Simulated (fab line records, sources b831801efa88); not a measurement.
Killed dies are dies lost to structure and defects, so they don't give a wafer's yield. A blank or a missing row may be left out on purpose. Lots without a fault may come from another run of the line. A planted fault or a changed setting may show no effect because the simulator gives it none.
Which tool did it? | flow gf180mcu | 24 lots, 72 wafers sampled, at 6 steps of a route of 602

WHAT THE GAUGES READ, wafer by wafer
GF_HV_LDD_CD_MEAS_31: target cd 400 nm. Usual: cd_nm 399.9 nm, standard deviation 2.1.
lot  | measured     | on        | cd_nm (nm)        | flag
L074 | day 11 12:03 | cd_sem-01 | 397.1 400.8 399.8 |
L075 | day 11 17:08 | cd_sem-02 | 401.3 400.7 400.2 |
L076 | day 12 01:00 | cd_sem-01 | 398.5 397.9 395.7 |
L077 | day 12 07:08 | cd_sem-01 | 399.8 398.5 398.2 |
L078 | day 12 18:10 | cd_sem-02 | 396.5 398.4 398.1 |
L079 | day 13 01:00 | cd_sem-02 | 401.1 401.6 400.7 |
L080 | day 13 10:09 | cd_sem-02 | 400.9 404.0 402.1 |
L081 | day 14 00:32 | cd_sem-02 | 401.1 403.8 400.2 |
L082 | day 14 01:42 | cd_sem-02 | 398.7 402.5 398.9 |
L083 | day 14 14:06 | cd_sem-01 | 402.8 401.7 402.3 |
L084 | day 14 22:12 | cd_sem-02 | 402.5 399.4 401.9 |
L085 | day 15 06:50 | cd_sem-02 | 396.0 397.2 397.8 |
L086 | day 15 16:49 | cd_sem-02 | 396.9 396.6 398.5 |
L087 | day 15 18:31 | cd_sem-02 | 402.6 403.3 404.2 |
L088 | day 16 02:25 | cd_sem-02 | 403.0 402.3 401.9 |
L089 | day 16 10:13 | cd_sem-02 | 401.0 401.0 401.1 |
L090 | day 16 17:40 | cd_sem-02 | 401.2 398.0 400.4 |
L091 | day 17 00:15 | cd_sem-01 | 401.6 401.4 403.4 |
L092 | day 17 04:10 | cd_sem-02 | 402.7 400.9 401.3 |
L093 | day 17 18:23 | cd_sem-01 | 398.4 397.1 397.7 |
L094 | day 18 02:53 | cd_sem-02 | 398.8 396.6 394.5 |
L095 | day 18 17:10 | cd_sem-02 | 399.8 399.1 397.2 |
L096 | day 19 04:13 | cd_sem-02 | 398.9 398.2 396.0 |
L097 | day 19 04:35 | cd_sem-02 | 399.8 398.8 400.8 |

GF_PSD_TW_MEAS_11. Usual: PSD_TW 3200, standard deviation 39.
lot  | measured     | on            | PSD_TW         | flag
L074 | day 14 04:39 | film_metro-01 | 3220 3217 3210 |
L075 | day 14 09:25 | film_metro-02 | 3243 3242 3252 |
L076 | day 14 17:47 | film_metro-02 | 3229 3229 3229 |
L077 | day 15 00:29 | film_metro-02 | 3183 3212 3199 |
L078 | day 15 12:18 | film_metro-03 | 3137 3131 3137 |
L079 | day 15 20:02 | film_metro-01 | 3200 3197 3192 |
L080 | day 16 06:45 | film_metro-01 | 3209 3216 3190 |
L081 | day 16 20:10 | film_metro-02 | 3243 3238 3238 |
L082 | day 16 20:54 | film_metro-03 | 3111 3098 3123 |
L083 | day 17 11:32 | film_metro-01 | 3208 3202 3197 |
L084 | day 17 18:27 | film_metro-01 | 3201 3186 3201 |
L085 | day 18 03:47 | film_metro-01 | 3197 3202 3193 |
L086 | day 18 14:43 | film_metro-01 | 3215 3211 3207 |
L087 | day 18 15:50 | film_metro-01 | 3203 3206 3208 |
L088 | day 19 03:29 | film_metro-02 | 3237 3201 3236 |
L089 | day 19 12:03 | film_metro-01 | 3205 3224 3210 |
L090 | day 19 18:51 | film_metro-02 | 3237 3229 3232 |
L091 | day 20 02:49 | film_metro-01 | 3214 3206 3206 |
L092 | day 20 06:08 | film_metro-02 | 3233 3235 3250 |
L093 | day 20 23:08 | film_metro-01 | 3217 3209 3216 |
L094 | day 21 06:31 | film_metro-03 | 3119 3109 3111 |
L095 | day 21 21:29 | film_metro-01 | 3212 3205 3210 |
L096 | day 22 08:44 | film_metro-02 | 3244 3244 3222 |
L097 | day 22 09:56 | film_metro-03 | 3119 3126 3127 |

GF_V3_THK_MEAS_01. Usual: V3_CVD_00_THK 599 nm, standard deviation 8.7.
lot  | measured     | on            | V3_CVD_00_THK (nm) | flag
L074 | day 21 05:41 | film_metro-02 | 618 599 597        |
L075 | day 21 10:48 | film_metro-02 | 606 605 593        |
L076 | day 21 21:20 | film_metro-02 | 580 594 590        |
L077 | day 22 03:37 | film_metro-02 | 595 594 606        |
L078 | day 22 16:13 | film_metro-03 | 591 582 587        |
L079 | day 23 00:19 | film_metro-02 | 597 605 606        |
L080 | day 23 12:11 | film_metro-02 | 595 612 609        |
L081 | day 24 03:05 | film_metro-03 | 593 613 598        |
L082 | day 24 04:01 | film_metro-03 | 603 610 602        |
L083 | day 24 18:29 | film_metro-04 | 602 587 605        |
L084 | day 25 00:38 | film_metro-04 | 588 594 600        |
L085 | day 25 08:56 | film_metro-04 | 619 612 622        |
L086 | day 25 17:48 | film_metro-03 | 594 596 605        |
L087 | day 25 19:02 | film_metro-03 | 594 600 601        |
L088 | day 26 04:49 | film_metro-03 | 600 583 597        |
L089 | day 26 11:44 | film_metro-03 | 607 608 611        |
L090 | day 26 19:22 | film_metro-02 | 590 608 595        |
L091 | day 27 02:20 | film_metro-03 | 596 610 598        |
L092 | day 27 04:26 | film_metro-02 | 595 590 597        |
L093 | day 27 19:31 | film_metro-04 | 606 592 606        |
L094 | day 28 00:27 | film_metro-02 | 598 589 593        |
L095 | day 28 13:14 | film_metro-02 | 599 605 603        |
L096 | day 28 21:42 | film_metro-02 | 595 588 590        |
L097 | day 28 23:25 | film_metro-02 | 594 611 595        |

WHICH TOOL RAN EACH LOT (tool, then ch and the chambers of the sampled wafers, then the start)
lot  | GF_PSD_RTA_13                    | GF_V1_CVD_23                  | GF_M2_SPUTTER_04
L074 | rtp_anneal-02 ch 0, day 14 04:46 | cvd_w-02 ch 0,1, day 18 00:59 | pvd_sputter-02, day 18 01:46
L075 | rtp_anneal-01 ch 0, day 14 09:32 | cvd_w-01 ch 0,1, day 18 06:31 | pvd_sputter-03, day 18 07:15
L076 | rtp_anneal-02 ch 0, day 14 17:54 | cvd_w-01 ch 0,1, day 18 15:09 | pvd_sputter-01, day 18 15:55
L077 | rtp_anneal-02 ch 0, day 15 00:35 | cvd_w-02 ch 0,1, day 18 21:45 | pvd_sputter-02, day 18 22:32
L078 | rtp_anneal-02 ch 0, day 15 12:25 | cvd_w-02 ch 0,1, day 19 12:15 | pvd_sputter-01, day 19 13:01
L079 | rtp_anneal-02 ch 0, day 15 20:10 | cvd_w-02 ch 0,1, day 19 19:43 | pvd_sputter-02, day 19 20:29
L080 | rtp_anneal-01 ch 0, day 16 06:52 | cvd_w-01 ch 0, day 20 07:48   | pvd_sputter-02, day 20 08:35
L081 | rtp_anneal-02 ch 0, day 16 20:17 | cvd_w-01 ch 0,1, day 21 00:33 | pvd_sputter-03, day 21 01:17
L082 | rtp_anneal-02 ch 0, day 16 21:01 | cvd_w-02 ch 0,1, day 21 01:20 | pvd_sputter-01, day 21 02:07
L083 | rtp_anneal-01 ch 0, day 17 11:39 | cvd_w-02 ch 0,1, day 21 17:02 | pvd_sputter-03, day 21 17:48
L084 | rtp_anneal-02 ch 0, day 17 18:34 | cvd_w-02 ch 1, day 22 00:06   | pvd_sputter-01, day 22 00:52
L085 | rtp_anneal-02 ch 0, day 18 03:54 | cvd_w-01 ch 0,1, day 22 09:06 | pvd_sputter-02, day 22 09:53
L086 | rtp_anneal-01 ch 0, day 18 14:49 | cvd_w-02 ch 0,1, day 22 18:44 | pvd_sputter-03, day 22 19:28
L087 | rtp_anneal-02 ch 0, day 18 15:57 | cvd_w-02 ch 0,1, day 22 20:56 | pvd_sputter-03, day 22 21:43
L088 | rtp_anneal-01 ch 0, day 19 03:37 | cvd_w-02 ch 0,1, day 23 06:03 | pvd_sputter-02, day 23 06:47
L089 | rtp_anneal-01 ch 0, day 19 12:10 | cvd_w-02 ch 0,1, day 23 15:00 | pvd_sputter-03, day 23 15:46
L090 | rtp_anneal-02 ch 0, day 19 19:01 | cvd_w-02 ch 0,1, day 23 23:29 | pvd_sputter-01, day 24 00:15
L091 | rtp_anneal-01 ch 0, day 20 02:59 | cvd_w-02 ch 0,1, day 24 05:44 | pvd_sputter-03, day 24 06:28
L092 | rtp_anneal-02 ch 0, day 20 06:15 | cvd_w-02 ch 0,1, day 24 08:51 | pvd_sputter-02, day 24 09:38
L093 | rtp_anneal-01 ch 0, day 20 23:16 | cvd_w-02 ch 0, day 25 01:17   | pvd_sputter-03, day 25 02:06
L094 | rtp_anneal-02 ch 0, day 21 06:37 | cvd_w-02 ch 0,1, day 25 06:56 | pvd_sputter-02, day 25 07:41
L095 | rtp_anneal-01 ch 0, day 21 21:36 | cvd_w-02 ch 0,1, day 25 20:42 | pvd_sputter-03, day 25 21:28
L096 | rtp_anneal-02 ch 0, day 22 08:51 | cvd_w-01 ch 0,1, day 26 06:24 | pvd_sputter-01, day 26 07:10
L097 | rtp_anneal-01 ch 0, day 22 10:03 | cvd_w-01 ch 1, day 26 08:05   | pvd_sputter-03, day 26 08:51
- GF_PSD_RTA_13: time 20 s.
- GF_V1_CVD_23: deposits W, target thk 350 nm, time 105.05 s.
- GF_M2_SPUTTER_04: material TiN, target thk 50 nm, time 41.7 s.

WHAT THE TOOLS THEMSELVES READ (means of the sampled wafers that have a number; where no wafer has one, the mark that the record gives instead)
GF_PSD_RTA_13. Usual: lamp_power_pct 37.0 %, standard deviation 2.4; wafer_temp_C_max 1030.7, standard deviation 1.4.
lot  | tool          | lamp_power_pct (%) | wafer_temp_C_max | flag
L074 | rtp_anneal-02 | 35.0               | 1032.1           |
L075 | rtp_anneal-01 | 39.8               | 1029.8           |
L076 | rtp_anneal-02 | 35.0               | 1032.1           |
L077 | rtp_anneal-02 | 35.0               | 1032.3           |
L078 | rtp_anneal-02 | 35.0               | 1030.3           |
L079 | rtp_anneal-02 | 34.9               | 1031.4           |
L080 | rtp_anneal-01 | 39.8               | 1028.6           |
L081 | rtp_anneal-02 | 35.0               | 1032.3           |
L082 | rtp_anneal-02 | 35.0               | 1030.8           |
L083 | rtp_anneal-01 | 39.8               | 1030.2           |
L084 | rtp_anneal-02 | 35.0               | 1030.7           |
L085 | rtp_anneal-02 | 35.0               | 1030.4           |
L086 | rtp_anneal-01 | 39.8               | 1029.2           |
L087 | rtp_anneal-02 | 35.0               | 1030.9           |
L088 | rtp_anneal-01 | 39.8               | 1029.7           |
L089 | rtp_anneal-01 | 39.8               | 1029.5           |
L090 | rtp_anneal-02 | 35.0               | 1031.6           |
L091 | rtp_anneal-01 | 39.8               | 1030.4           |
L092 | rtp_anneal-02 | 34.9               | 1030.5           |
L093 | rtp_anneal-01 | 39.8               | 1029.9           |
L094 | rtp_anneal-02 | 35.0               | 1032.0           |
L095 | rtp_anneal-01 | 39.8               | 1029.5           |
L096 | rtp_anneal-02 | 35.0               | 1031.5           |
L097 | rtp_anneal-01 | 39.8               | 1030.1           |

GF_V1_CVD_23. Usual: heater_power_w 855 W, standard deviation 61.
lot  | tool     | heater_power_w (W) | flag
L074 | cvd_w-02 | 883                |
L075 | cvd_w-01 | 806                |
L076 | cvd_w-01 | 758                |
L077 | cvd_w-02 | 884                |
L078 | cvd_w-02 | 860                |
L079 | cvd_w-02 | 878                |
L080 | cvd_w-01 | 839                |
L081 | cvd_w-01 | 751                |
L082 | cvd_w-02 | 885                |
L083 | cvd_w-02 | 866                |
L084 | cvd_w-02 | 869                |
L085 | cvd_w-01 | 770                |
L086 | cvd_w-02 | 898                |
L087 | cvd_w-02 | 888                |
L088 | cvd_w-02 | 874                |
L089 | cvd_w-02 | 886                |
L090 | cvd_w-02 | 884                |
L091 | cvd_w-02 | 892                |
L092 | cvd_w-02 | 892                |
L093 | cvd_w-02 | 896                |
L094 | cvd_w-02 | 887                |
L095 | cvd_w-02 | 898                |
L096 | cvd_w-01 | 771                |
L097 | cvd_w-01 | 717                |

GF_M2_SPUTTER_04. Usual: throttle_valve_pct 30.2 %, standard deviation 1.1.
lot  | tool           | throttle_valve_pct (%) | flag
L074 | pvd_sputter-02 | 30.5                   |
L075 | pvd_sputter-03 | 30.7                   |
L076 | pvd_sputter-01 | 29.9                   |
L077 | pvd_sputter-02 | 30.6                   |
L078 | pvd_sputter-01 | 30.3                   |
L079 | pvd_sputter-02 | 30.7                   |
L080 | pvd_sputter-02 | 30.7                   |
L081 | pvd_sputter-03 | 31.0                   |
L082 | pvd_sputter-01 | 29.8                   |
L083 | pvd_sputter-03 | 28.7                   |
L084 | pvd_sputter-01 | 29.0                   |
L085 | pvd_sputter-02 | 30.5                   |
L086 | pvd_sputter-03 | 29.9                   |
L087 | pvd_sputter-03 | 29.8                   |
L088 | pvd_sputter-02 | 29.9                   |
L089 | pvd_sputter-03 | 29.8                   |
L090 | pvd_sputter-01 | 29.8                   |
L091 | pvd_sputter-03 | 30.9                   |
L092 | pvd_sputter-02 | 30.2                   |
L093 | pvd_sputter-03 | 29.9                   |
L094 | pvd_sputter-02 | 30.3                   |
L095 | pvd_sputter-03 | 30.9                   |
L096 | pvd_sputter-01 | 30.9                   |
L097 | pvd_sputter-03 | 29.8                   |

THE ANSWER, worked out from the rows above alone
Rule: a lot is off if the mean of its wafers that have a number lies more than 3 standard deviations from the usual mean. A lot without any number at a reading at which 4 lots or more have one is off too. The other lots that the step has rows for count as sound. The gauges are gone through in route order, then the tools' own readings, and for those a lot's mean is taken as printed above. The first step at which some lot is off is used, and at that step the reading that is off furthest; a lot without a number counts as furthest.
No lot is off at any reading shown: from this, nothing can be told.

WHAT THE SIMULATOR HAD PUT IN
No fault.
